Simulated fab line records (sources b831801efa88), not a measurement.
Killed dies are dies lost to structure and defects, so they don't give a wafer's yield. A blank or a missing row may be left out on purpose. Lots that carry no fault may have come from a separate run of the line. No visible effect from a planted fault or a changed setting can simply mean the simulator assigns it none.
Chamber matching	flow sky130	SKY_VIA2_CMP_02 on cmp-01: 4 sister chambers
The step polishes SiO2. 7 wafers are shown with their chamber, then 11 later ones without.

WAFERS PAIRED WITH THEIR CHAMBERS
wafer	chamber	motor-current-A (A)	slurry-filter-dp-kPa (kPa)
L080.2	1	14.2	13.27
L082.4	1	14.1	13.65
L085.2	0	11.0	13.42
L088.1	2	10.7	13.70
L088.3	0	11.4	13.65
L088.5	3	11.0	13.55
L089.3	3	11.1	13.55

WAFERS WHOSE CHAMBER IS MISSING
wafer	motor-current-A (A)	slurry-filter-dp-kPa (kPa)
L089.5	11.4	13.68
L089.6	11.5	13.51
L093.2	11.2	13.60
L093.4	11.1	13.31
L093.6	11.0	13.52
L095.2	14.7	13.53
L095.4	10.8	13.60
L095.6	11.5	13.38
L096.1	11.7	13.69
L096.3	10.6	13.51
L096.4	11.0	13.63

EACH ONE'S CHAMBER
wafer	from the rows above	in truth
L089.5	can't be placed: 0 or 3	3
L089.6	can't be placed: 0 or 3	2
L093.2	can't be placed: 0 or 3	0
L093.4	can't be placed: 3 or 0 or 2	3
L093.6	can't be placed: 3 or 0 or 2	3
L095.2	1	1
L095.4	can't be placed: 2 or 3 or 0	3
L095.6	can't be placed: 0 or 3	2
L096.1	can't be placed: 0 or 3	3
L096.3	can't be placed: 2 or 3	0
L096.4	can't be placed: 3 or 0 or 2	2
Placed correctly: 1 of 11. Not placeable from these rows: 10 (in 7, the candidates include the true chamber). Wrongly placed: 0.
How it was worked out, from the rows above alone: a wafer's distance from a chamber is the root of the sum, over the readings, of the square of ((its reading less the chamber's mean) divided by the reading's scatter). If the next closest chamber is less than 2 further off than the closest, the wafer can't be placed; otherwise it belongs to the closest. Each chamber's mean is taken over the wafers shown for it. The scatter: take each reading less its chamber's mean, square it, sum over the shown wafers, divide by the number of wafers less the number of chambers, and take the root.
